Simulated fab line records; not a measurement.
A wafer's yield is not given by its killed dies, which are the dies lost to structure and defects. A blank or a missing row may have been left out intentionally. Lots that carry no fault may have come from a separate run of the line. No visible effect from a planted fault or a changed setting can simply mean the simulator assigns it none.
Tool commonality check || flow sfq-line || 14 lots and 42 wafers in the sample

== THE REASON FOR OPENING IT ==
At SFQ_M7_RS_MEAS_943 the reading M7_NB_RS is flagged on 2 of 14 lots. Wafers without a fault read 0.894 ohm/sq, standard deviation 0.0093.
Rule: a lot is flagged when every wafer of it that has a number lies more than 4 standard deviations from that mean, or none has a number. The rest of the lots are taken to be sound.

{"lot": "L906", "measured": "day 78 06:55", "on": "film-metro-02", "M7_NB_RS (ohm/sq), wafer by wafer": "0.900 0.896 0.896", "flag": ""}
{"lot": "L907", "measured": "day 78 12:55", "on": "film-metro-01", "M7_NB_RS (ohm/sq), wafer by wafer": "0.886 0.887 0.891", "flag": ""}
{"lot": "L909", "measured": "day 78 20:06", "on": "film-metro-02", "M7_NB_RS (ohm/sq), wafer by wafer": "0.897 0.897 0.887", "flag": ""}
{"lot": "L913", "measured": "day 80 05:46", "on": "film-metro-03", "M7_NB_RS (ohm/sq), wafer by wafer": "0.603 0.604 0.607", "flag": "FLAGGED"}
{"lot": "L915", "measured": "day 80 15:00", "on": "film-metro-01", "M7_NB_RS (ohm/sq), wafer by wafer": "0.602 0.606 0.604", "flag": "FLAGGED"}
{"lot": "L918", "measured": "day 81 13:37", "on": "film-metro-03", "M7_NB_RS (ohm/sq), wafer by wafer": "0.888 0.874 0.882", "flag": ""}
{"lot": "L919", "measured": "day 82 07:28", "on": "film-metro-02", "M7_NB_RS (ohm/sq), wafer by wafer": "0.899 0.906 0.898", "flag": ""}
{"lot": "L921", "measured": "day 82 14:36", "on": "film-metro-03", "M7_NB_RS (ohm/sq), wafer by wafer": "0.907 0.905 0.912", "flag": ""}
{"lot": "L923", "measured": "day 83 09:25", "on": "film-metro-03", "M7_NB_RS (ohm/sq), wafer by wafer": "0.889 0.885 0.886", "flag": ""}
{"lot": "L924", "measured": "day 84 04:44", "on": "film-metro-01", "M7_NB_RS (ohm/sq), wafer by wafer": "0.889 0.889 0.890", "flag": ""}
{"lot": "L925", "measured": "day 84 10:35", "on": "film-metro-02", "M7_NB_RS (ohm/sq), wafer by wafer": "0.907 0.899 0.892", "flag": ""}
{"lot": "L926", "measured": "day 88 06:42", "on": "film-metro-03", "M7_NB_RS (ohm/sq), wafer by wafer": "0.898 0.901 0.907", "flag": ""}
{"lot": "L927", "measured": "day 89 03:16", "on": "film-metro-03", "M7_NB_RS (ohm/sq), wafer by wafer": "0.906 0.910 0.903", "flag": ""}
{"lot": "L928", "measured": "day 89 09:13", "on": "film-metro-01", "M7_NB_RS (ohm/sq), wafer by wafer": "0.902 0.894 0.895", "flag": ""}
The numbers of the flagged lots are 0.604 ohm/sq on average: -0.290 ohm/sq against the usual, or -31 standard deviations.

== WHICH TOOL RAN EACH LOT ==
The record keeps 1 process step preceding the reading, out of 325 steps on the route. Every cell lists first the tool, next ch and the chambers used by the sampled wafers, and last the start.
{"lot": "L906", "flag": "", "SFQ_TRILAYER_M7_DEP_SPUTTER_175": "pvd-sputter-05, day 78 06:50"}
{"lot": "L907", "flag": "", "SFQ_TRILAYER_M7_DEP_SPUTTER_175": "pvd-sputter-03, day 78 12:49"}
{"lot": "L909", "flag": "", "SFQ_TRILAYER_M7_DEP_SPUTTER_175": "pvd-sputter-03, day 78 20:01"}
{"lot": "L913", "flag": "FLAGGED", "SFQ_TRILAYER_M7_DEP_SPUTTER_175": "pvd-sputter-03, day 80 05:37"}
{"lot": "L915", "flag": "FLAGGED", "SFQ_TRILAYER_M7_DEP_SPUTTER_175": "pvd-sputter-03, day 80 14:53"}
{"lot": "L918", "flag": "", "SFQ_TRILAYER_M7_DEP_SPUTTER_175": "pvd-sputter-06, day 81 13:32"}
{"lot": "L919", "flag": "", "SFQ_TRILAYER_M7_DEP_SPUTTER_175": "pvd-sputter-06, day 82 07:19"}
{"lot": "L921", "flag": "", "SFQ_TRILAYER_M7_DEP_SPUTTER_175": "pvd-sputter-05, day 82 14:31"}
{"lot": "L923", "flag": "", "SFQ_TRILAYER_M7_DEP_SPUTTER_175": "pvd-sputter-03, day 83 09:20"}
{"lot": "L924", "flag": "", "SFQ_TRILAYER_M7_DEP_SPUTTER_175": "pvd-sputter-05, day 84 04:39"}
{"lot": "L925", "flag": "", "SFQ_TRILAYER_M7_DEP_SPUTTER_175": "pvd-sputter-06, day 84 10:27"}
{"lot": "L926", "flag": "", "SFQ_TRILAYER_M7_DEP_SPUTTER_175": "pvd-sputter-06, day 88 06:35"}
{"lot": "L927", "flag": "", "SFQ_TRILAYER_M7_DEP_SPUTTER_175": "pvd-sputter-06, day 89 03:07"}
{"lot": "L928", "flag": "", "SFQ_TRILAYER_M7_DEP_SPUTTER_175": "pvd-sputter-03, day 89 09:07"}
These steps, and what they do:
- SFQ_TRILAYER_M7_DEP_SPUTTER_175: material Nb, target thk 200 nm, time 133.3 s.
- SFQ_M7_RS_MEAS_943: measures by four-point-probe.

== FLAGGED OVER TOTAL, TOOL BY TOOL (the gauges that took the reading come last) ==
{"step": "SFQ_TRILAYER_M7_DEP_SPUTTER_175", "tool": "pvd-sputter-03", "lots run": 6, "flagged": 2, "share of the flagged lots": "all", "sound lots run after its first flagged lot": "2 (L923,L928)"}
{"step": "SFQ_TRILAYER_M7_DEP_SPUTTER_175", "tool": "pvd-sputter-05", "lots run": 3, "flagged": 0, "share of the flagged lots": "none", "sound lots run after its first flagged lot": "-"}
{"step": "SFQ_TRILAYER_M7_DEP_SPUTTER_175", "tool": "pvd-sputter-06", "lots run": 5, "flagged": 0, "share of the flagged lots": "none", "sound lots run after its first flagged lot": "-"}
{"step": "SFQ_M7_RS_MEAS_943", "tool": "film-metro-01", "lots run": 4, "flagged": 1, "share of the flagged lots": "some", "sound lots run after its first flagged lot": "2 (L924,L928)"}
{"step": "SFQ_M7_RS_MEAS_943", "tool": "film-metro-02", "lots run": 4, "flagged": 0, "share of the flagged lots": "none", "sound lots run after its first flagged lot": "-"}
{"step": "SFQ_M7_RS_MEAS_943", "tool": "film-metro-03", "lots run": 6, "flagged": 1, "share of the flagged lots": "some", "sound lots run after its first flagged lot": "5 (L918,L921,L923,L926,L927)"}

== THE TABLE: WHAT IT ALLOWS ==
1 row of the table ran every flagged lot: pvd-sputter-03 at SFQ_TRILAYER_M7_DEP_SPUTTER_175.
- pvd-sputter-03 at SFQ_TRILAYER_M7_DEP_SPUTTER_175: 2 of its 6 lots flagged. Lots that were sound ran on it after the first flagged one (L923, L928); a persistent fault on the entire tool would not allow that. Its own readings lie more than 4 standard deviations out on every wafer of the flagged lots: cathode-dc-power-W.
None of the table's rows ran every flagged lot and, after the first, no sound lot.

== WHAT THE SIMULATOR HAD INSERTED ==
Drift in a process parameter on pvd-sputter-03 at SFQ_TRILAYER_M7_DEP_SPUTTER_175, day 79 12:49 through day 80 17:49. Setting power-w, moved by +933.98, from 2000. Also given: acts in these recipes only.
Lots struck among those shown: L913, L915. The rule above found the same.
